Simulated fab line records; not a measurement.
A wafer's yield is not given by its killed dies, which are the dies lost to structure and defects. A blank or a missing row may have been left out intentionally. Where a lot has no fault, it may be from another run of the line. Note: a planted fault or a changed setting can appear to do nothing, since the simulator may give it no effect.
fab line records + flow sky130
record:
- lots: 11
- wafers: 33
- lastDay: 50
route steps=708 shown SPACER@306 POLY_CUT@316 SD_P@328 LI_CONTACT@383 PAD_OPEN@708
lots untouched by any fault: they come from a run of this same line in which no faults occurred
startH: hours from the record's first day to the start of the lot's first wafer shown + waitH: hours from the lot's prior step to this one + " same as the row above + L1.1+2: several wafers, shown together as one row + - no value, or no start was given + * or withheld: withheld + < > ~ a bound
route shown NAME@n: NAME is a module with steps in the file, n the number in the route of the first one + usual: mean/standard deviation taken from wafers without a fault + same: alike in all rows + chamber/n: place in a boat + sites: per-site readings + _std_site: their standard deviation + _edge_site: mean of outer sites minus mean of inner sites + radiusMm: how far each site lies from the wafer's centre + mask NAME#n: copy n + behind: the last tool/chamber to shape the wafer + hold: the reason the lot was held/the length of the hold in hours/how it ended + device: which transistor (n, p or np) failed to switch + end of line: the same wafers' tests at the end of the route + step lacking rows: just its recipe + killed: count of dies lost to structure and defects at first sort (not the wafer's yield) + map: a wafer's dies, marking killed ones x, the rest . and places with no die _
set.NAME: the setting that was run; set.NAME@STEP: the one run at that earlier step + model.NAME: the simulator's own value behind a step, which no gauge read
a sample of lots followed through the steps of the route, with each step as a table and each wafer as a row
services: a tool's chamber out of use, with start hour (startH, from the record's first day; less than 0 if before it), hours out, and reason
== steps ==
step: SKY_SPACER_ETCHBACK_02
recipe:
- chemistry: CH3F/O2
- target: Si3N4
- stopOn: SiO2
- sourceW: 400
- biasW: 80
- pressureMtorr: 25
- ch3fFlowSccm: 40
- O2_flow_sccm: 30
- timeS: 46.7
- targetDepthA: 450
usual:
- drypumpMotorCurrentA: 5.6/0.42
- oesProductAu: 0.854/0.0064
- throttleValvePct: 10.563/0.0083
| lot.wafer | tool       | chamber | startH | waitH | drypumpMotorCurrentA | oesProductAu | rfHoursCounterH | throttleValvePct |
|-----------|------------|---------|--------|-------|----------------------|--------------|-----------------|------------------|
| L676.1    | rieDiel-03 | 1       | 531.76 | 0.1   | 6.2                  | 0.843        | 8               | 10.573           |
| L676.4    | "          | 2       | "      | "     | 5.8                  | 0.848        | 47              | 10.560           |
| L676.6    | "          | 0       | "      | "     | 5.2                  | 0.856        | -               | 10.561           |
| L677.3    | rieDiel-02 | 2       | 543.18 | 0.0   | 5.6                  | 0.856        | 5               | 10.571           |
| L677.4    | "          | 1       | "      | "     | 5.5                  | 0.858        | 13              | 10.575           |
| L677.5    | "          | 1       | "      | "     | 5.5                  | 0.856        | -               | 10.560           |
| L678.1    | rieDiel-03 | 3       | 547.17 | 0.1   | 5.3                  | 0.851        | 33              | 10.559           |
| L678.2    | "          | 0       | "      | "     | 5.2                  | 0.858        | 39              | 10.558           |
| L678.6    | "          | 0       | "      | "     | 5.2                  | 0.865        | -               | 10.550           |
| L679.1    | rieDiel-02 | 2       | 559.34 | 0.1   | 5.7                  | 0.852        | 5               | 10.564           |
| L679.2    | "          | 1       | "      | "     | 5.5                  | 0.844        | 14              | 10.559           |
| L679.4    | "          | 2       | "      | "     | 5.6                  | 0.848        | -               | 10.562           |
| L680.1    | rieDiel-04 | 2       | 569.51 | 0.1   | 5.6                  | 0.852        | 9               | 10.568           |
| L680.5    | "          | 3       | "      | "     | 5.3                  | 0.857        | -               | 10.562           |
| L680.6    | "          | 2       | "      | "     | 5.6                  | 0.851        | -               | 10.550           |
| L681.2    | rieDiel-03 | 1       | 572.80 | 0.0   | 6.2                  | 0.855        | 9               | 10.562           |
| L681.3    | "          | 2       | "      | "     | 5.8                  | 0.846        | 48              | 10.549           |
| L681.4    | "          | 3       | "      | "     | 5.3                  | 0.848        | 33              | 10.560           |
| L682.1    | rieDiel-02 | 2       | 583.93 | 0.1   | 5.6                  | 0.841        | 6               | 10.561           |
| L682.2    | "          | 1       | "      | "     | 5.5                  | 0.849        | 14              | 10.564           |
| L682.5    | "          | 0       | "      | "     | 6.6                  | 0.844        | -               | 10.575           |
| L684.3    | rieDiel-04 | 1       | 603.74 | 0.0   | 5.2                  | 0.859        | 7               | 10.564           |
| L684.5    | "          | 1       | "      | "     | 5.2                  | 0.853        | -               | 10.572           |
| L684.6    | "          | 0       | "      | "     | 5.0                  | 0.858        | -               | 10.560           |
| L688.1    | rieDiel-04 | 0       | 635.71 | 0.1   | 5.0                  | 0.851        | 3               | 10.559           |
| L688.3    | "          | 3       | "      | "     | 5.3                  | 0.857        | 42              | 10.570           |
| L688.4    | "          | 2       | "      | "     | 5.6                  | 0.854        | 9               | 10.563           |
| L691.4    | rieDiel-03 | 3       | 659.61 | 0.0   | 5.3                  | 0.854        | 35              | 10.564           |
| L691.5    | "          | 1       | "      | "     | 6.2                  | 0.866        | -               | 10.570           |
| L691.6    | "          | 2       | "      | "     | 5.8                  | 0.854        | -               | 10.574           |
| L696.1    | rieDiel-02 | 0       | 697.73 | 0.1   | 6.6                  | 0.853        | 2               | 10.560           |
| L696.2    | "          | 2       | "      | "     | 5.6                  | 0.848        | 8               | 10.576           |
| L696.5    | "          | 1       | "      | "     | 5.5                  | 0.858        | -               | 10.568           |
step: SKY_POLY_CUT_OVL_MEAS_09
usual:
- POLY_CUT_OVL: 0/5.7
| lot.wafer | tool       | chamber | startH | waitH | POLY_CUT_OVL[nm] |
|-----------|------------|---------|--------|-------|------------------|
| L676.1    | overlay-02 | -       | 561.99 | 0.1   | 12               |
| L676.4    | "          | -       | "      | "     | 12               |
| L676.6    | "          | -       | "      | "     | 13               |
| L677.3    | overlay-01 | -       | 573.21 | 0.1   | -3               |
| L677.4    | "          | -       | "      | "     | 4                |
| L677.5    | "          | -       | "      | "     | 5                |
| L678.1    | overlay-02 | -       | 577.84 | 0.1   | -8               |
| L678.2    | "          | -       | "      | "     | -2               |
| L678.6    | "          | -       | "      | "     | -4               |
| L679.1    | overlay-02 | -       | 589.34 | 0.1   | 9                |
| L679.2    | "          | -       | "      | "     | 6                |
| L679.4    | "          | -       | "      | "     | -4               |
| L680.1    | overlay-01 | -       | 598.66 | 0.1   | 5                |
| L680.5    | "          | -       | "      | "     | -3               |
| L680.6    | "          | -       | "      | "     | -4               |
| L681.2    | overlay-02 | -       | 602.10 | 0.1   | -5               |
| L681.3    | "          | -       | "      | "     | -6               |
| L681.4    | "          | -       | "      | "     | -9               |
| L682.1    | overlay-02 | -       | 612.90 | 0.1   | 2                |
| L682.2    | "          | -       | "      | "     | 2                |
| L682.5    | "          | -       | "      | "     | -3               |
| L684.3    | overlay-02 | -       | 633.32 | 0.1   | 8                |
| L684.5    | "          | -       | "      | "     | -1               |
| L684.6    | "          | -       | "      | "     | 6                |
| L688.1    | overlay-01 | -       | 664.10 | 0.1   | -5               |
| L688.3    | "          | -       | "      | "     | -7               |
| L688.4    | "          | -       | "      | "     | -5               |
| L691.4    | overlay-01 | -       | 687.61 | 0.1   | 4                |
| L691.5    | "          | -       | "      | "     | 3                |
| L691.6    | "          | -       | "      | "     | 2                |
| L696.1    | overlay-01 | -       | 725.55 | 0.1   | -2               |
| L696.2    | "          | -       | "      | "     | -3               |
| L696.5    | "          | -       | "      | "     | -4               |
step: SKY_SD_P_OVL_MEAS_08
usual:
- SD_P_OVL: 0.7/1.4
| lot.wafer | tool       | chamber | startH | waitH | SD_P_OVL[nm] |
|-----------|------------|---------|--------|-------|--------------|
| L676.1    | overlay-01 | -       | 592.49 | 0.1   | -0.8         |
| L676.4    | "          | -       | "      | "     | -0.1         |
| L676.6    | "          | -       | "      | "     | -1.2         |
| L677.3    | overlay-01 | -       | 602.60 | 0.1   | 3.4          |
| L677.4    | "          | -       | "      | "     | 3.4          |
| L677.5    | "          | -       | "      | "     | 1.8          |
| L678.1    | overlay-01 | -       | 607.25 | 0.1   | -0.1         |
| L678.2    | "          | -       | "      | "     | 2.6          |
| L678.6    | "          | -       | "      | "     | 2.8          |
| L679.1    | overlay-01 | -       | 619.30 | 0.1   | 1.7          |
| L679.2    | "          | -       | "      | "     | 5.1          |
| L679.4    | "          | -       | "      | "     | 1.7          |
| L680.1    | overlay-02 | -       | 628.19 | 0.1   | -0.2         |
| L680.5    | "          | -       | "      | "     | 0.0          |
| L680.6    | "          | -       | "      | "     | 0.7          |
| L681.2    | overlay-02 | -       | 630.55 | 0.1   | 1.3          |
| L681.3    | "          | -       | "      | "     | 0.9          |
| L681.4    | "          | -       | "      | "     | -0.3         |
| L682.1    | overlay-02 | -       | 641.39 | 0.1   | 1.7          |
| L682.2    | "          | -       | "      | "     | 0.2          |
| L682.5    | "          | -       | "      | "     | 0.9          |
| L684.3    | overlay-02 | -       | 662.16 | 0.1   | -0.8         |
| L684.5    | "          | -       | "      | "     | -0.5         |
| L684.6    | "          | -       | "      | "     | -0.7         |
| L688.1    | overlay-02 | -       | 691.80 | 0.1   | 2.0          |
| L688.3    | "          | -       | "      | "     | 1.6          |
| L688.4    | "          | -       | "      | "     | 1.1          |
| L691.4    | overlay-02 | -       | 715.86 | 0.1   | 1.2          |
| L691.5    | "          | -       | "      | "     | 0.7          |
| L691.6    | "          | -       | "      | "     | 4.1          |
| L696.1    | overlay-02 | -       | 752.83 | 0.1   | -0.9         |
| L696.2    | "          | -       | "      | "     | 2.6          |
| L696.5    | "          | -       | "      | "     | -1.1         |
step: SKY_LI_CONTACT_CVD_21
recipe:
- material: W
- targetThkNm: 400
- timeS: 120.56
- tempC: 400
- pressureTorr: 40
usual:
- heaterPowerW: 824/50
| lot.wafer | tool    | chamber | startH | waitH | heaterPowerW |
|-----------|---------|---------|--------|-------|--------------|
| L676.1    | cvdW-01 | 0       | 681.27 | 0.0   | 810          |
| L676.4    | "       | 0       | "      | "     | 841          |
| L676.6    | "       | 1       | "      | "     | 879          |
| L677.3    | cvdW-01 | 0       | 690.98 | 0.1   | 824          |
| L677.4    | "       | 1       | "      | "     | 875          |
| L677.5    | "       | 0       | "      | "     | 795          |
| L678.1    | cvdW-01 | 0       | 695.15 | 0.0   | 828          |
| L678.2    | "       | 1       | "      | "     | 886          |
| L678.6    | "       | 1       | "      | "     | 882          |
| L679.1    | cvdW-01 | 0       | 707.56 | 0.0   | 835          |
| L679.2    | "       | 1       | "      | "     | 874          |
| L679.4    | "       | 0       | "      | "     | 842          |
| L680.1    | cvdW-02 | 1       | 715.93 | 0.0   | 787          |
| L680.5    | "       | 0       | "      | "     | 738          |
| L680.6    | "       | 1       | "      | "     | 774          |
| L681.2    | cvdW-01 | 0       | 719.16 | 0.0   | 801          |
| L681.3    | "       | 0       | "      | "     | 825          |
| L681.4    | "       | 1       | "      | "     | 859          |
| L682.1    | cvdW-01 | 0       | 727.92 | 0.0   | 834          |
| L682.2    | "       | 1       | "      | "     | 902          |
| L682.5    | "       | 1       | "      | "     | 903          |
| L684.3    | cvdW-01 | 0       | 748.43 | 0.1   | 812          |
| L684.5    | "       | 0       | "      | "     | 803          |
| L684.6    | "       | 1       | "      | "     | 875          |
| L688.1    | cvdW-02 | 1       | 775.89 | 0.0   | 795          |
| L688.3    | "       | 1       | "      | "     | 765          |
| L688.4    | "       | 1       | "      | "     | 764          |
| L691.4    | cvdW-01 | 0       | 798.98 | 0.1   | 841          |
| L691.5    | "       | 0       | "      | "     | 833          |
| L691.6    | "       | 1       | "      | "     | 873          |
| L696.1    | cvdW-01 | 0       | 834.77 | 0.0   | 845          |
| L696.2    | "       | 1       | "      | "     | 865          |
| L696.5    | "       | 0       | "      | "     | 821          |
step: SKY_LI_CONTACT_RS_MEAS_22
recipe:
- thkMeasGauge: four-point-probe
- reads: W_of_LI_CONTACT_CVD_21+TiN_of_LI_CONTACT_SPUTTER_20+Ti_of_LI_CONTACT_SPUTTER_19
usual:
- LI_CONTACT_W_RS: 0.286/0.0057
| lot.wafer | tool         | chamber | startH | waitH | hold                    | LI_CONTACT_W_RS[ohm/sq] |
|-----------|--------------|---------|--------|-------|-------------------------|-------------------------|
| L676.1    | filmMetro-04 | -       | 681.39 | 0.1   | -                       | 0.282                   |
| L676.4    | "            | -       | "      | "     | -                       | 0.282                   |
| L676.6    | "            | -       | "      | "     | -                       | 0.290                   |
| L677.3    | filmMetro-03 | -       | 691.11 | 0.1   | -                       | 0.283                   |
| L677.4    | "            | -       | "      | "     | -                       | 0.290                   |
| L677.5    | "            | -       | "      | "     | -                       | 0.284                   |
| L678.1    | filmMetro-03 | -       | 695.28 | 0.1   | -                       | 0.284                   |
| L678.2    | "            | -       | "      | "     | -                       | 0.292                   |
| L678.6    | "            | -       | "      | "     | -                       | 0.292                   |
| L679.1    | filmMetro-04 | -       | 707.68 | 0.1   | -                       | 0.289                   |
| L679.2    | "            | -       | "      | "     | -                       | 0.294                   |
| L679.4    | "            | -       | "      | "     | -                       | 0.286                   |
| L680.1    | filmMetro-04 | -       | 716.05 | 0.1   | -                       | 0.288                   |
| L680.5    | "            | -       | "      | "     | -                       | 0.284                   |
| L680.6    | "            | -       | "      | "     | -                       | 0.288                   |
| L681.2    | filmMetro-03 | -       | 719.30 | 0.1   | -                       | 0.286                   |
| L681.3    | "            | -       | "      | "     | -                       | 0.284                   |
| L681.4    | "            | -       | "      | "     | -                       | 0.295                   |
| L682.1    | filmMetro-03 | -       | 728.04 | 0.1   | -                       | 0.282                   |
| L682.2    | "            | -       | "      | "     | -                       | 0.291                   |
| L682.5    | "            | -       | "      | "     | -                       | 0.290                   |
| L684.3    | filmMetro-02 | -       | 748.55 | 0.1   | -                       | 0.284                   |
| L684.5    | "            | -       | "      | "     | -                       | 0.286                   |
| L684.6    | "            | -       | "      | "     | -                       | 0.293                   |
| L688.1    | filmMetro-02 | -       | 776.14 | 0.2   | -                       | 0.289                   |
| L688.3    | "            | -       | "      | "     | -                       | 0.289                   |
| L688.4    | "            | -       | "      | "     | -                       | 0.286                   |
| L691.4    | filmMetro-04 | -       | 799.13 | 0.1   | -                       | 0.281                   |
| L691.5    | "            | -       | "      | "     | -                       | 0.282                   |
| L691.6    | "            | -       | "      | "     | -                       | 0.293                   |
| L696.1    | filmMetro-02 | -       | 834.89 | 0.1   | awaitDispo/0.2h/release | 0.265                   |
| L696.2    | "            | -       | "      | "     | awaitDispo/0.2h/release | 0.292                   |
| L696.5    | "            | -       | "      | "     | awaitDispo/0.2h/release | 0.281                   |
| L696.1    | filmMetro-02 | -       | 835.18 | 0.3   | -                       | 0.266                   |
| L696.2    | "            | -       | "      | "     | -                       | 0.292                   |
| L696.5    | "            | -       | "      | "     | -                       | 0.281                   |
step: SKY_LI_CONTACT_THK_MEAS_23
recipe:
- thkMeasGauge: xrf
- reads: W_of_LI_CONTACT_CVD_21
usual:
- LI_CONTACT_W_THK: 400/9.4
| lot.wafer | tool         | chamber | startH | waitH | hold                    | LI_CONTACT_W_THK[nm] |
|-----------|--------------|---------|--------|-------|-------------------------|----------------------|
| L676.1    | filmMetro-04 | -       | 681.51 | 0.1   | -                       | 412                  |
| L676.4    | "            | -       | "      | "     | -                       | 412                  |
| L676.6    | "            | -       | "      | "     | -                       | 398                  |
| L677.3    | filmMetro-03 | -       | 691.21 | 0.1   | -                       | 401                  |
| L677.4    | "            | -       | "      | "     | -                       | 392                  |
| L677.5    | "            | -       | "      | "     | -                       | 401                  |
| L678.1    | filmMetro-03 | -       | 695.40 | 0.1   | -                       | 400                  |
| L678.2    | "            | -       | "      | "     | -                       | 387                  |
| L678.6    | "            | -       | "      | "     | -                       | 389                  |
| L679.1    | filmMetro-04 | -       | 707.80 | 0.1   | -                       | 406                  |
| L679.2    | "            | -       | "      | "     | -                       | 397                  |
| L679.4    | "            | -       | "      | "     | -                       | 408                  |
| L680.1    | filmMetro-04 | -       | 716.17 | 0.1   | -                       | 406                  |
| L680.5    | "            | -       | "      | "     | -                       | 413                  |
| L680.6    | "            | -       | "      | "     | -                       | 403                  |
| L681.2    | filmMetro-03 | -       | 719.41 | 0.1   | -                       | 394                  |
| L681.3    | "            | -       | "      | "     | -                       | 392                  |
| L681.4    | "            | -       | "      | "     | -                       | 382                  |
| L682.1    | filmMetro-03 | -       | 728.16 | 0.1   | -                       | 397                  |
| L682.2    | "            | -       | "      | "     | -                       | 386                  |
| L682.5    | "            | -       | "      | "     | -                       | 386                  |
| L684.3    | filmMetro-02 | -       | 748.65 | 0.1   | -                       | 401                  |
| L684.5    | "            | -       | "      | "     | -                       | 401                  |
| L684.6    | "            | -       | "      | "     | -                       | 390                  |
| L688.1    | filmMetro-02 | -       | 776.26 | 0.1   | -                       | 397                  |
| L688.3    | "            | -       | "      | "     | -                       | 399                  |
| L688.4    | "            | -       | "      | "     | -                       | 400                  |
| L691.4    | filmMetro-04 | -       | 799.22 | 0.1   | -                       | 414                  |
| L691.5    | "            | -       | "      | "     | -                       | 412                  |
| L691.6    | "            | -       | "      | "     | -                       | 393                  |
| L696.1    | filmMetro-02 | -       | 837.84 | 2.6   | awaitDispo/0.2h/release | 431                  |
| L696.2    | "            | -       | "      | "     | awaitDispo/0.2h/release | 390                  |
| L696.5    | "            | -       | "      | "     | awaitDispo/0.2h/release | 405                  |
| L696.1    | filmMetro-02 | -       | 838.07 | 0.2   | -                       | 431                  |
| L696.2    | "            | -       | "      | "     | -                       | 391                  |
| L696.5    | "            | -       | "      | "     | -                       | 406                  |
step: SKY_PAD_OPEN_PROBE_99
usual:
- killed_at_M0_to_M3: 42/7.2
- killed_at_M4_up: 3.4/2.1
- killedAtContacts: 24/5.4
- killedAtFrontEnd: 15/4
- killedAtOther: 0.3/0.53
- killedDies: 85/8.8
- killedOnRim: 16/3.5
- killedOpen: 47/6.7
- killedShort: 38/6.5
same:
- grossDies: 492
- killedAtBackSide: 0
| lot.wafer | tool      | chamber | startH  | waitH | killed_at_M0_to_M3 | killed_at_M4_up | killedAtContacts | killedAtFrontEnd | killedAtOther | killedDies | killedOnRim | killedOpen | killedShort |
|-----------|-----------|---------|---------|-------|--------------------|-----------------|------------------|------------------|---------------|------------|-------------|------------|-------------|
| L684.3    | prober-02 | -       | 1130.73 | 0.2   | 46                 | 2               | 20               | 18               | 1             | 87         | 17          | 50         | 36          |
| L684.5    | prober-02 | -       | 1130.83 | 0.2   | 35                 | 8               | 22               | 16               | 0             | 81         | 18          | 46         | 34          |
| L688.1    | prober-02 | -       | 1149.30 | 0.1   | 51                 | 1               | 18               | 16               | 1             | 87         | 19          | 37         | 49          |
| L688.3    | prober-02 | -       | 1149.40 | 0.2   | 55                 | 6               | 17               | 9                | 0             | 87         | 18          | 38         | 49          |
| L688.4    | prober-02 | -       | 1149.45 | 0.2   | 45                 | 0               | 31               | 15               | 1             | 92         | 16          | 58         | 32          |
| L696.2    | prober-01 | -       | 1187.90 | 0.1   | 37                 | 2               | 30               | 17               | 0             | 86         | 16          | 42         | 44          |
killed by level:class
L684.3 VIA1:geometricParticle:open=16 CONTACT:geometricParticle:open=8 VIA3:geometricParticle:open=6 POLY_GATE:geometricParticle:open=5 METAL3:geometricParticle:short=5 FIELD_ISO:geometricParticle:short=4 LOCAL_INTERCONNECT:geometricParticle:short=4 METAL2:geometricParticle:short=4
L684.5 CONTACT:geometricParticle:open=12 VIA1:geometricParticle:open=7 FIELD_ISO:geometricParticle:short=5 VIA3:geometricParticle:open=5 METAL4:geometricParticle:short=5 LI_CONTACT:geometricParticle:open=4 CONTACT:geometricParticle:short=4 METAL1:geometricParticle:short=4
L688.1 METAL1:geometricParticle:short=11 METAL2:geometricParticle:short=9 VIA1:geometricParticle:open=7 VIA3:geometricParticle:open=7 CONTACT:geometricParticle:short=5 VIA3:geometricParticle:short=5 VIA1:geometricParticle:short=4 CONTACT:geometricParticle:open=4
L688.3 METAL1:geometricParticle:short=16 VIA1:geometricParticle:open=11 CONTACT:geometricParticle:open=9 VIA1:geometricParticle:short=7 CONTACT:geometricParticle:short=5 METAL4:geometricParticle:short=5 METAL3:geometricParticle:short=4 VIA3:geometricParticle:open=4
L688.4 VIA1:geometricParticle:open=13 CONTACT:geometricParticle:open=12 METAL1:geometricParticle:short=8 LI_CONTACT:geometricParticle:open=7 POLY_GATE:geometricParticle:open=5 VIA2:geometricParticle:open=5 VIA3:geometricParticle:open=5 LOCAL_INTERCONNECT:geometricParticle:short=4
L696.2 CONTACT:geometricParticle:open=11 CONTACT:geometricParticle:short=7 VIA1:geometricParticle:open=7 METAL2:geometricParticle:short=7 LI_CONTACT:geometricParticle:open=5 METAL1:geometricParticle:short=5 VIA2:geometricParticle:short=5 FIELD_ISO:geometricParticle:short=4
== services ==
| tool       | chamber | startH | hours | kind   |
|------------|---------|--------|-------|--------|
| cvdW-02    | 1       | 516.68 | 6.0   | repair |
| rieDiel-03 | 1       | 518.89 | 5.2   | repair |
| rieDiel-03 | 2       | 535.49 | 3.5   | repair |
| rieDiel-02 | 0       | 549.17 | 12.2  | repair |
| rieDiel-03 | 3       | 560.70 | 10.1  | repair |
| rieDiel-02 | 1       | 570.32 | 5.5   | repair |
| cvdW-02    | 0       | 583.57 | 7.4   | repair |
| rieDiel-04 | -       | 585.36 | 5.5   | repair |
| cvdW-02    | -       | 585.58 | 6.9   | pm     |
| rieDiel-02 | 3       | 589.14 | 5.5   | repair |
| cvdW-01    | -       | 595.93 | 2.6   | repair |
| rieDiel-02 | 3       | 602.81 | 10.2  | repair |
| rieDiel-04 | -       | 610.71 | 14.6  | pm     |
| rieDiel-03 | 2       | 610.85 | 9.9   | repair |
| rieDiel-04 | -       | 625.31 | 10.0  | pm     |
| rieDiel-03 | 0       | 628.17 | 2.2   | repair |
| cvdW-02    | -       | 645.23 | 1.9   | repair |
| cvdW-02    | 1       | 687.40 | 1.3   | repair |
| cvdW-02    | 0       | 769.66 | 9.6   | repair |
| cvdW-02    | 0       | 784.36 | 14.0  | repair |
| rieDiel-02 | 2       | 785.07 | 9.5   | repair |
| rieDiel-02 | 1       | 786.28 | 3.0   | repair |
| rieDiel-03 | -       | 796.94 | 14.6  | pm     |
| rieDiel-04 | 0       | 797.27 | 1.7   | repair |
== key ==
firstSign:
- step: SKY_LI_CONTACT_RS_MEAS_22
- reading: visit
- direction: added
effect:
- step: SKY_LI_CONTACT_RS_MEAS_22
- reading: LI_CONTACT_W_RS
- direction: down
- sigmas: 3.7
- usual: 0.286
- struck: 0.265
effect:
- step: SKY_LI_CONTACT_THK_MEAS_23
- reading: visit
- direction: added
metAt SKY_LI_CONTACT_CVD_21
struckLots L696
struckWafers L696.1
testerLeftOut L696
notActingAt SKY_SPACER_ETCHBACK_02,SKY_POLY_CUT_OVL_MEAS_09,SKY_SD_P_OVL_MEAS_08
onsetBetween 798.98 834.77
fault:
- kind: processParameterDrift
- tool: cvdW-01
- chamber: -
- onsetH: 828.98
- steps: SKY_LI_CONTACT_CVD_21
- channel: targetThkNm
- offset: 23.844
- shape: step
- endH: 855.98
- scope: struckWafersOnly
- actsIn: theseRecipesOnly
- stated: 400
testerLeftOut: of these lots the tester's yield and bins aren't shown, on N5 and GAA mostly nor the transistor test; their killed dies are dies lost to structure and defects alone, not to doping, threshold or leakage, so they don't give the yield
